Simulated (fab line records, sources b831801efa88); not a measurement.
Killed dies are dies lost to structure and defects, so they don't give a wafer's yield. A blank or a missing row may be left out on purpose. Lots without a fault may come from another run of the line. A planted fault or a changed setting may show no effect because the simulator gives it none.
A struck lot beside a sound one | flow sky130 | 31 steps out of a route of 708
Sound: wafers L212.2, L212.4, L212.6. Struck: wafer L222.6. (L222.4, L222.5 of the same lot were not struck and are left out.) The cause comes at the end.
At each step with rows: each side's tool, then ch and its chambers, then its first start. Under that, the readings that differ: sound wafers | struck wafers | difference of the means | sigmas: that difference in standard deviations of wafers without a fault.
alike: readings whose means differ by less than 2 such deviations, and words and numbers that are the same on both sides. not compared: withheld readings, readings that some wafer has no value for, bounds like >300 that may hide the same value, and numbers for which the record gives no deviation and whose values overlap.
The two part at a step that has a row with sigmas, a row that says differs or no value, or rows on one side only. Numbers that don't overlap but have no deviation are shown without sigmas and don't part them. A reading that every wafer of one side lacks parts them only if that side has two wafers or more.

SKY_LI_CONTACT_OVL_MEAS_13:
  sound on overlay-02, day 28 14:13; struck on overlay-01, day 32 12:19
  alike: LI_CONTACT_OVL
SKY_LI_CONTACT_ETCH_14: etches BARC in N2/H2, stops on SiO2, time 45.9 s, target depth 60 nm.
  sound on rie_diel-02 ch 0,2, day 28 14:14; struck on rie_diel-02 ch 2, day 32 12:20
  reading               | sound             | struck | difference | sigmas
  oes_product_au (a.u.) | 0.846 0.849 0.853 | 0.861  | +0.012     | +3
  alike: drypump_motor_current_A, throttle_valve_pct
  not compared: rf_hours_counter_h
then, 1 step without rows for these wafers: SKY_LI_CONTACT_ETCH_15 (etches PSG in C4F8/O2/Ar, stops on Si, target depth 600 nm).
SKY_LI_CONTACT_STRIP_16: strips in O2/N2.
  sound on plasma_asher-04 ch 0,1, day 28 14:22; struck on plasma_asher-01 ch 0, day 32 12:30
  alike: drypump_motor_current_A, oes_product_au, strip_time_to_endpoint_s
  not compared: rf_hours_counter_h
then, 3 steps without rows for these wafers: SKY_LI_CONTACT_CLEAN_17 (cleans in NMP, time 600 s); SKY_LI_CONTACT_PRE_CLEAN_18 (time 5.6 s); SKY_LI_CONTACT_SPUTTER_19 (material Ti, target thk 20 nm, time 106.37 s).
SKY_LI_CONTACT_SPUTTER_20: material TiN, target thk 20 nm, time 80 s.
  sound on pvd_sputter-02, day 28 14:44; struck on pvd_sputter-04, day 32 12:52
  alike: throttle_valve_pct
then, 1 step without rows for these wafers: SKY_LI_CONTACT_CVD_21 (deposits W, target thk 400 nm, time 120.56 s).
SKY_LI_CONTACT_RS_MEAS_22: measures by four-point-probe.
  sound on film_metro-02, day 28 14:57; struck on film_metro-01, day 32 13:07
  alike: LI_CONTACT_W_RS
SKY_LI_CONTACT_THK_MEAS_23: measures by xrf.
  sound on film_metro-02, day 28 15:04; struck on film_metro-01, day 32 13:13
  alike: LI_CONTACT_W_THK
then, 1 step without rows for these wafers: SKY_LI_CONTACT_CMP_24 (polishes, stops on PSG, t overpolish 20 s, target thk 0 nm).
SKY_LOCAL_INTERCONNECT_SPUTTER_00: material TiN, target thk 100 nm, time 83.3 s.
  sound on pvd_sputter-03, day 28 15:25; struck on pvd_sputter-02, day 32 13:32
  reading                                                | sound             | struck | difference | sigmas
  model.TiN_of_LOCAL_INTERCONNECT_SPUTTER_00.thk_nm (nm) | 99.82 101.1 100.5 | 137.8  | +37.3      |
  alike: throttle_valve_pct
SKY_LOCAL_INTERCONNECT_RS_MEAS_01: measures by four-point-probe.
  sound on film_metro-04, day 28 15:29; struck on film_metro-02, day 32 13:40
  reading                            | sound             | struck | difference | sigmas
  LOCAL_INTERCONNECT_TIN_RS (ohm/sq) | 14.14 13.97 14.06 | 10.12  | -3.94      | -28
SKY_LOCAL_INTERCONNECT_THK_MEAS_02: measures by xrf.
  sound on film_metro-04, day 28 15:36; struck on film_metro-02, day 32 13:45
  reading                         | sound          | struck | difference | sigmas
  LOCAL_INTERCONNECT_TIN_THK (nm) | 98.0 99.3 99.2 | 134.6  | +35.8      | +33
then, 8 steps without rows for these wafers: SKY_LOCAL_INTERCONNECT_DEHYDRATE_03 (time 60 s); SKY_LOCAL_INTERCONNECT_HMDS_04 (prime time 60 s); SKY_LOCAL_INTERCONNECT_COAT_05 (resist thk 60 nm); SKY_LOCAL_INTERCONNECT_COAT_06 (resist thk 450 nm); SKY_LOCAL_INTERCONNECT_SOFTBAKE_07 (time 90 s); SKY_LOCAL_INTERCONNECT_EXPOSE_08 (exposes mask LI1M, target cd 170 nm); SKY_LOCAL_INTERCONNECT_PEB_09; SKY_LOCAL_INTERCONNECT_DEVELOP_10 (develop time 60 s).
SKY_LOCAL_INTERCONNECT_CD_MEAS_11: target cd 170 nm.
  sound on cd_sem-02, day 29 19:43; struck on cd_sem-01, day 33 16:45
  alike: cd_nm
SKY_LOCAL_INTERCONNECT_OVL_MEAS_12:
  sound on overlay-02, day 29 19:49; struck on overlay-01, day 33 16:50
  alike: LOCAL_INTERCONNECT_OVL
SKY_LOCAL_INTERCONNECT_ETCH_13: etches BARC in N2/H2, stops on SiO2, time 45.9 s, target depth 60 nm.
  sound on rie_metal-04 ch 0,1, day 29 19:51; struck on rie_metal-04 ch 0, day 33 16:52
  reading                | sound                | struck | difference | sigmas
  throttle_valve_pct (%) | 13.222 13.235 13.217 | 13.252 | +0.027     | +3
  alike: drypump_motor_current_A, oes_product_au
  not compared: rf_hours_counter_h
SKY_LOCAL_INTERCONNECT_METAL_ETCH_14: etches TiN in Cl2/BCl3, stops on PSG, target depth 110 nm, time 31.4 s.
  sound on rie_metal-04 ch 0,1, day 29 19:55; struck on rie_metal-04 ch 0, day 33 16:56
  reading                | sound                | struck | difference | sigmas
  oes_product_au (a.u.)  | 0.938 0.948 0.946    | 0.999  | +0.055     | +8
  throttle_valve_pct (%) | 21.920 21.912 21.883 | 21.849 | -0.056     | -6
  alike: drypump_motor_current_A
  not compared: rf_hours_counter_h
SKY_LOCAL_INTERCONNECT_STRIP_15: strips in O2/N2.
  sound on plasma_asher-02 ch 0,1, day 29 19:58; struck on plasma_asher-02 ch 0, day 33 16:59
  alike: drypump_motor_current_A, oes_product_au, strip_time_to_endpoint_s
  not compared: rf_hours_counter_h
SKY_LOCAL_INTERCONNECT_STRIP_16: strips in post etch residue remover, time 1200 s.
  sound on wet_bench-02 ch 3, day 29 20:04; struck on wet_bench-03 ch 1, day 33 17:04
  reading                                                | sound            | struck | difference | sigmas
  model.TiN_of_LOCAL_INTERCONNECT_SPUTTER_00.thk_nm (nm) | 99.4 100.7 100.1 | 137.4  | +37.3      |
then, 1 step without rows for these wafers: SKY_LOCAL_INTERCONNECT_CLEAN_17 (cleans in IPA, time 180 s).
-- the record jumps here: 14 days lie between the struck wafers' starts before and after (it left off in module LOCAL_INTERCONNECT and takes up again in module PAD_OPEN, whose first step shown is number 708 of the route) --
SKY_PAD_OPEN_PROBE_99:
  sound on prober-01, day 45 03:37; struck on prober-01, day 48 02:05
  alike: killed_at_M0_to_M3, killed_at_M4_up, killed_at_contacts, killed_at_front_end, killed_at_other, killed_dies, killed_open, killed_short

WHERE THEY PART
First at SKY_LI_CONTACT_ETCH_14; last, within this record, at SKY_LOCAL_INTERCONNECT_METAL_ETCH_14. Later steps at which nothing parts them and some readings are alike: SKY_LOCAL_INTERCONNECT_STRIP_15, SKY_PAD_OPEN_PROBE_99.

WHY: what the simulator had put in
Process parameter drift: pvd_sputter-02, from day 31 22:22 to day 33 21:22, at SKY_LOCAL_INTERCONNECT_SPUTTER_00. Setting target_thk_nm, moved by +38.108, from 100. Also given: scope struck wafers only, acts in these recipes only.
